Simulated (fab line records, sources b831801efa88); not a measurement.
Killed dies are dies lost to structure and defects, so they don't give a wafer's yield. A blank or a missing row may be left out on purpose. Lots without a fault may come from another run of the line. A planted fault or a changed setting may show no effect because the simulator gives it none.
Which tool did it? | flow sky130 | 11 lots, 33 wafers sampled, at 1 step of a route of 708

WHAT THE GAUGES READ, wafer by wafer
SKY_SD_N_RS_MEAS_17: measures by four-point-probe.
lot  | measured     | on            | SD_P_RS (ohm/sq)
L384 | day 28 21:14 | film_metro-03 | 146.8 147.2 147.3
L385 | day 29 03:31 | film_metro-04 | 147.4 147.4 147.2
L387 | day 29 23:20 | film_metro-02 | 147.6 147.7 147.5
L391 | day 31 07:22 | film_metro-02 | 147.1 147.6 147.6
L394 | day 32 00:21 | film_metro-02 | 146.9 146.8 147.2
L393 | day 32 06:58 | film_metro-03 | 146.9 147.1 146.5
L395 | day 32 09:21 | film_metro-03 | 147.7 146.7 146.9
L397 | day 33 21:17 | film_metro-02 | 147.4 147.5 147.1
L398 | day 35 00:57 | film_metro-02 | 147.4 147.1 147.5
L400 | day 35 01:31 | film_metro-04 | 146.5 147.3 147.3
L402 | day 35 02:02 | film_metro-02 | 147.2 147.0 146.6

WHICH TOOL RAN EACH LOT (tool, then ch and the chambers of the sampled wafers, then the start)
The record holds no process step before these readings.

THE ANSWER, worked out from the rows above alone
Rule: what is usual is taken from the lots themselves. Put in order of their means at a reading, lots are off if they are a third of the lots or fewer, leave a main group of 4 or more, and stand apart from it by a gap of 3 or more times the standard deviation of the main group's means; of several such gaps the widest counts. A main group whose means are all the same, to the digits that the tables above print for the reading, isn't used. A lot without any number at a reading at which 4 lots or more have one is off too. The other lots that the step has rows for count as sound.
No lot is off at any reading shown: from this, nothing can be told.

WHAT THE SIMULATOR HAD PUT IN
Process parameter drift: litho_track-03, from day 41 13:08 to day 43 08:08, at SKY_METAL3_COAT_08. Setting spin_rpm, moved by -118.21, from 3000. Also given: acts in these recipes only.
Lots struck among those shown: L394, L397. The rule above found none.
